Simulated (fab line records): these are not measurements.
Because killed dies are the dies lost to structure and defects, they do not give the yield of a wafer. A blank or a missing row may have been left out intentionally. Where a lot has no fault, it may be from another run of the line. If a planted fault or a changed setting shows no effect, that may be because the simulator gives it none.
Which tool was responsible?	flow sky130	24 lots with 72 wafers sampled at 4 steps, on a route of 708 steps

## WHAT THE GAUGES SHOWED, per wafer
SKY_LI_CONTACT_OVL_MEAS_13. Usual: LI_CONTACT_OVL 0 nm, standard deviation 5.4.
lot	measured	on	LI_CONTACT_OVL (nm)	flag
L074	day 29 04:14	overlay-01	-4 5 6	
L075	day 29 14:50	overlay-01	6 6 5	
L077	day 30 06:33	overlay-01	-2 -7 4	
L076	day 30 08:58	overlay-02	3 3 -1	
L078	day 30 20:34	overlay-01	-5 -6 -5	
L079	day 31 03:25	overlay-01	0 -1 4	
L080	day 31 07:38	overlay-02	-11 -3 -2	
L081	day 31 14:07	overlay-01	-4 0 -6	
L082	day 32 10:59	overlay-02	4 5 6	
L084	day 32 13:01	overlay-01	-4 -6 -7	
L083	day 32 14:30	overlay-02	4 9 8	
L085	day 32 17:36	overlay-01	2 8 4	
L086	day 33 14:50	overlay-01	-2 3 3	
L087	day 33 15:37	overlay-01	3 2 8	
L088	day 33 21:34	overlay-02	6 0 2	
L089	day 34 00:22	overlay-02	-2 -6 -2	
L090	day 34 18:40	overlay-01	-7 -5 -15	
L091	day 34 18:52	overlay-02	-1 -7 -4	
L092	day 35 11:10	overlay-01	-6 1 0	
L093	day 35 15:43	overlay-02	3 8 6	
L094	day 35 18:18	overlay-02	6 8 7	
L095	day 36 14:09	overlay-02	-4 0 -2	
L096	day 36 21:04	overlay-02	1 4 0	
L097	day 37 05:49	overlay-01	9 1 9	

SKY_VIA1_RS_MEAS_22: a four-point-probe measurement. Usual: VIA1_W_RS 0.427 ohm/sq, standard deviation 0.0044.
lot	measured	on	VIA1_W_RS (ohm/sq)	flag
L074	day 34 01:48	film metro-04	0.426 0.424 0.428	
L075	day 34 10:00	film metro-04	0.430 0.427 0.417	
L077	day 35 04:05	film metro-03	0.429 0.435 0.425	
L076	day 35 04:32	film metro-02	0.430 0.425 0.425	
L078	day 35 15:21	film metro-03	0.431 0.424 0.430	
L079	day 35 22:08	film metro-03	0.421 0.428 0.433	
L080	day 36 02:19	film metro-03	0.431 0.429 0.423	
L081	day 36 09:25	film metro-03	0.429 0.423 0.426	
L082	day 37 04:55	film metro-02	0.428 0.424 0.425	
L084	day 37 07:04	film metro-04	0.419 0.429 0.428	
L083	day 37 08:19	film metro-02	0.424 0.423 0.425	
L085	day 37 10:46	film metro-02	0.429 0.430 0.426	
L086	day 38 06:26	film metro-04	0.427 0.428 0.432	
L087	day 38 09:11	film metro-02	0.432 0.426 0.431	
L088	day 38 13:42	film metro-02	0.436 0.434 0.436	
L089	day 38 17:05	film metro-02	0.433 0.434 0.427	
L090	day 39 08:10	film metro-03	0.427 0.425 0.428	
L091	day 39 08:28	film metro-02	0.431 0.430 0.427	
L092	day 40 02:30	film metro-02	0.429 0.434 0.424	
L093	day 40 05:43	film metro-04	0.425 0.426 0.427	
L094	day 40 08:39	film metro-03	0.433 0.430 0.427	
L095	day 41 02:54	film metro-03	0.426 0.422 0.425	
L096	day 41 09:37	film metro-03	0.426 0.424 0.424	
L097	day 41 18:15	film metro-04	0.424 0.418 0.419	

## WHAT TOOL EACH LOT RAN ON (gives the tool, then ch and the chambers of the sampled wafers, and finally the start)
lot	SKY_CONTACT_STRIP_19	SKY_METAL1_SPUTTER_02
L074	plasma asher-03 ch 0,1, day 31 15:36	pvd sputter-04, day 31 16:52
L075	plasma asher-03 ch 0,1, day 32 00:36	pvd sputter-04, day 32 01:56
L077	plasma asher-04 ch 0,1, day 32 18:07	pvd sputter-01, day 32 19:25
L076	plasma asher-01 ch 0, day 32 19:04	pvd sputter-01, day 32 20:24
L078	plasma asher-04 ch 0,1, day 33 06:01	pvd sputter-04, day 33 07:19
L079	plasma asher-01 ch 0,1, day 33 13:52	pvd sputter-01, day 33 15:10
L080	plasma asher-04 ch 0,1, day 33 17:02	pvd sputter-01, day 33 18:20
L081	plasma asher-04 ch 0,1, day 34 00:12	pvd sputter-03, day 34 01:28
L082	plasma asher-04 ch 0,1, day 34 19:48	pvd sputter-01, day 34 21:04
L084	plasma asher-03 ch 0,1, day 34 22:13	pvd sputter-04, day 34 23:31
L083	plasma asher-04 ch 0,1, day 34 23:28	pvd sputter-01, day 35 00:46
L085	plasma asher-04 ch 0,1, day 35 02:01	pvd sputter-04, day 35 03:26
L086	plasma asher-03 ch 0,1, day 35 22:35	pvd sputter-04, day 35 23:50
L087	plasma asher-01 ch 0,1, day 36 00:24	pvd sputter-03, day 36 02:01
L088	plasma asher-01 ch 0,1, day 36 06:23	pvd sputter-01, day 36 07:44
L089	plasma asher-04 ch 0,1, day 36 09:18	pvd sputter-01, day 36 10:34
L090	plasma asher-04 ch 0,1, day 37 01:41	pvd sputter-04, day 37 02:58
L091	plasma asher-04 ch 0,1, day 37 01:59	pvd sputter-03, day 37 03:20
L092	plasma asher-01 ch 0,1, day 37 19:13	pvd sputter-03, day 37 20:31
L093	plasma asher-01 ch 0,1, day 37 23:22	pvd sputter-04, day 38 01:02
L094	plasma asher-04 ch 0,1, day 38 01:50	pvd sputter-03, day 38 03:08
L095	plasma asher-01 ch 0, day 38 20:38	pvd sputter-01, day 38 21:56
L096	plasma asher-04 ch 0,1, day 39 04:25	pvd sputter-01, day 39 05:43
L097	plasma asher-03 ch 0,1, day 39 12:26	pvd sputter-04, day 39 13:44
- SKY_CONTACT_STRIP_19: strips in O2/N2.
- SKY_METAL1_SPUTTER_02: material AlCu, target thk 250 nm, time 13.3 s.

## AS READ BY THE TOOLS THEMSELVES (means over the sampled wafers that have a number; for cases with no such wafer, the mark the record gives instead)
SKY_CONTACT_STRIP_19. Usual: drypump motor current A 5.79 A, standard deviation 0.26; oes product au 0.380 a.u., standard deviation 0.005; strip time to endpoint s 3.60 s, standard deviation 0.033.
lot	tool	drypump motor current A (A)	oes product au (a.u.)	strip time to endpoint s (s)	flag
L074	plasma asher-03	5.67	0.380	3.62	
L075	plasma asher-03	5.88	0.375	3.59	
L077	plasma asher-04	5.93	0.383	3.61	
L076	plasma asher-01	5.60	0.379	3.56	
L078	plasma asher-04	5.75	0.379	3.56	
L079	plasma asher-01	5.76	0.383	3.60	
L080	plasma asher-04	5.93	0.378	3.62	
L081	plasma asher-04	5.91	0.376	3.58	
L082	plasma asher-04	5.92	0.382	3.58	
L084	plasma asher-03	5.65	0.380	3.62	
L083	plasma asher-04	5.74	0.382	3.61	
L085	plasma asher-04	5.93	0.376	3.58	
L086	plasma asher-03	5.67	0.380	3.62	
L087	plasma asher-01	5.76	0.380	3.60	
L088	plasma asher-01	5.69	0.381	3.59	
L089	plasma asher-04	5.75	0.380	3.60	
L090	plasma asher-04	5.92	0.379	3.65	
L091	plasma asher-04	5.93	0.375	3.61	
L092	plasma asher-01	5.77	0.382	3.62	
L093	plasma asher-01	5.76	0.377	3.58	
L094	plasma asher-04	5.93	0.382	3.62	
L095	plasma asher-01	5.61	0.386	3.64	
L096	plasma asher-04	5.92	0.377	3.60	
L097	plasma asher-03	5.65	0.382	3.58	

SKY_METAL1_SPUTTER_02. Usual: throttle valve pct at 29.9 %, with a standard deviation of 0.67.
lot	tool	throttle valve pct (%)	flag
L074	pvd sputter-04	30.0	
L075	pvd sputter-04	29.8	
L077	pvd sputter-01	30.0	
L076	pvd sputter-01	30.3	
L078	pvd sputter-04	29.7	
L079	pvd sputter-01	30.4	
L080	pvd sputter-01	30.2	
L081	pvd sputter-03	30.4	
L082	pvd sputter-01	30.1	
L084	pvd sputter-04	29.8	
L083	pvd sputter-01	30.1	
L085	pvd sputter-04	29.1	
L086	pvd sputter-04	30.0	
L087	pvd sputter-03	29.4	
L088	pvd sputter-01	30.1	
L089	pvd sputter-01	29.9	
L090	pvd sputter-04	29.4	
L091	pvd sputter-03	30.1	
L092	pvd sputter-03	30.5	
L093	pvd sputter-04	29.5	
L094	pvd sputter-03	29.6	
L095	pvd sputter-01	29.6	
L096	pvd sputter-01	30.1	
L097	pvd sputter-04	29.5	

## THE ANSWER, worked out from the rows above alone
Rule: a lot counts as off when the mean over its wafers that have a number is more than 3 standard deviations away from the usual mean. A lot without any number at a reading at which 4 lots or more have one is off too. The other lots that the step has rows for count as sound. Order of review: gauges by route order, followed by the tools' own readings, for which a lot's mean as printed above is used. At the first step where some lot is off, the reading lying furthest off is the one used; lots without a number count as furthest.
No lot is off on any of the readings shown, so nothing can be concluded from this.

## WHAT HAD BEEN PUT IN BY THE SIMULATOR
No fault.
